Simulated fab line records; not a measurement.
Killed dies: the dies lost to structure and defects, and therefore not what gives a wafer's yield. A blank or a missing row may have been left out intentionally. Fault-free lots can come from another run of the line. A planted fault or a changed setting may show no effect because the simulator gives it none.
The tool behind it: which one? ; flow gf180mcu ; 13 lots with 39 wafers sampled at 3 steps, on a route of 602 steps

== WHAT THE GAUGES READ, wafer by wafer ==
GF_POLY_GATE_THK_MEAS_01. Usual: for POLY_GATE_CVD_00_THK the level is 200.9 nm and the standard deviation is 2.2.
lot;measured;on;POLY_GATE_CVD_00_THK (nm);flag
L962;day 8 17:32;film metro-03;200.2 200.1 197.1;
L963;day 9 00:51;film metro-01;202.8 203.3 201.9;
L965;day 9 12:33;film metro-04;202.9 203.0 202.4;
L968;day 10 13:12;film metro-03;200.9 202.5 202.7;
L969;day 10 20:58;film metro-03;200.3 201.1 200.0;
L971;day 11 15:08;film metro-01;200.3 200.7 198.2;
L972;day 11 18:01;film metro-01;197.7 200.2 197.8;
L973;day 11 21:41;film metro-04;199.5 198.4 200.1;
L974;day 12 05:03;film metro-03;200.4 201.6 202.3;
L976;day 12 20:03;film metro-03;204.1 204.9 204.3;
L977;day 13 00:49;film metro-01;200.8 202.8 202.7;
L982;day 14 15:07;film metro-04;203.7 201.5 204.7;

== WHICH TOOL RAN EACH LOT (tool, then ch and the chambers of the sampled wafers, then the start) ==
lot;GF_VT_IMPLANT_STRIP_31;GF_DUAL_GATE_WET_ETCH_12
L962;plasma asher-03 ch 0,1, day 7 03:16;wet bench-04 ch 1, day 8 13:38
L963;plasma asher-04 ch 0,1, day 7 09:44;wet bench-02 ch 2, day 8 21:35
L965;plasma asher-03 ch 0,1, day 7 21:29;wet bench-01 ch 0, day 9 09:14
L968;plasma asher-02 ch 0,1, day 8 19:46;wet bench-01 ch 0, day 10 09:10
L969;plasma asher-04 ch 0,1, day 9 03:41;wet bench-01 ch 1, day 10 16:40
L971;plasma asher-04 ch 0,1, day 9 21:46;wet bench-04 ch 3, day 11 11:59
L972;plasma asher-02 ch 0,1, day 9 22:37;wet bench-01 ch 1, day 11 14:22
L973;plasma asher-03 ch 0,1, day 10 04:08;wet bench-02 ch 2, day 11 18:32
L974;plasma asher-03 ch 0,1, day 10 09:37;wet bench-04 ch 0, day 12 01:01
L976;plasma asher-03 ch 0,1, day 10 23:28;wet bench-02 ch 0, day 12 16:55
L977;plasma asher-02 ch 0,1, day 11 04:38;wet bench-02 ch 0, day 12 21:41
L980;plasma asher-04 ch 0,1, day 12 02:10;wet bench-02 ch 3, day 13 21:35
L982;plasma asher-03 ch 0,1, day 12 17:23;wet bench-04 ch 0, day 14 11:58
- GF_VT_IMPLANT_STRIP_31: strips in O2/N2.
- GF_DUAL_GATE_WET_ETCH_12: etches SiO2 in dHF, target depth 13 nm, time 260 s.

== WHAT THE TOOLS THEMSELVES READ (means of the sampled wafers that have a number; where no wafer has one, the mark that the record gives instead) ==
GF_VT_IMPLANT_STRIP_31. Usual: drypump motor current A 5.85 A, standard deviation 0.23; heater power w 331 W, standard deviation 13; oes product au 0.716 a.u., standard deviation 0.0046; strip time to endpoint s 12.62 s, standard deviation 0.042.
lot;tool;drypump motor current A (A);heater power w (W);oes product au (a.u.);strip time to endpoint s (s);flag
L962;plasma asher-03;5.95;335;0.714;12.61;
L963;plasma asher-04;5.68;326;0.715;12.58;
L965;plasma asher-03;5.93;330;0.714;12.57;
L968;plasma asher-02;5.93;322;0.720;12.57;
L969;plasma asher-04;5.64;337;0.714;12.56;
L971;plasma asher-04;5.62;333;0.718;12.61;
L972;plasma asher-02;5.93;323;0.717;12.66;
L973;plasma asher-03;6.07;335;0.718;12.72;
L974;plasma asher-03;6.07;331;0.715;12.63;
L976;plasma asher-03;6.07;328;0.718;12.60;
L977;plasma asher-02;5.92;323;0.716;12.59;
L980;plasma asher-04;5.64;336;0.716;12.62;
L982;plasma asher-03;6.05;338;0.715;12.62;

GF_DUAL_GATE_WET_ETCH_12. Usual: 289 s for run length s, sd 4.1.
lot;tool;run length s (s);flag
L962;wet bench-04;293;
L963;wet bench-02;295;
L965;wet bench-01;293;
L968;wet bench-01;293;
L969;wet bench-01;286;
L971;wet bench-04;285;
L972;wet bench-01;286;
L973;wet bench-02;295;
L974;wet bench-04;291;
L976;wet bench-02;293;
L977;wet bench-02;284;
L980;wet bench-02;52;OFF
L982;wet bench-04;284;

== THE ANSWER, worked out from the rows above alone ==
Rule: a lot counts as off when the mean over its wafers that have a number is more than 3 standard deviations away from the usual mean. Also off: a lot with no number at a reading for which 4 or more lots have one. Any other lot the step has rows for is counted as sound. After the gauges, taken in route order, come the tools' own readings; for these a lot's mean is taken, as printed above. The first step at which some lot is off is used, and at that step the reading that is off furthest; a lot without a number counts as furthest.
Off: L980 (GF_DUAL_GATE_WET_ETCH_12, run length s).
If a tool, at that step or one of the process steps before it, ran each lot that is off and ran no sound lot following the first of them, it fits. 2 tools fit, plasma asher-04 at GF_VT_IMPLANT_STRIP_31 and wet bench-02 at GF_DUAL_GATE_WET_ETCH_12, so this cannot tell which one it is.

== WHAT THE SIMULATOR HAD INSERTED ==
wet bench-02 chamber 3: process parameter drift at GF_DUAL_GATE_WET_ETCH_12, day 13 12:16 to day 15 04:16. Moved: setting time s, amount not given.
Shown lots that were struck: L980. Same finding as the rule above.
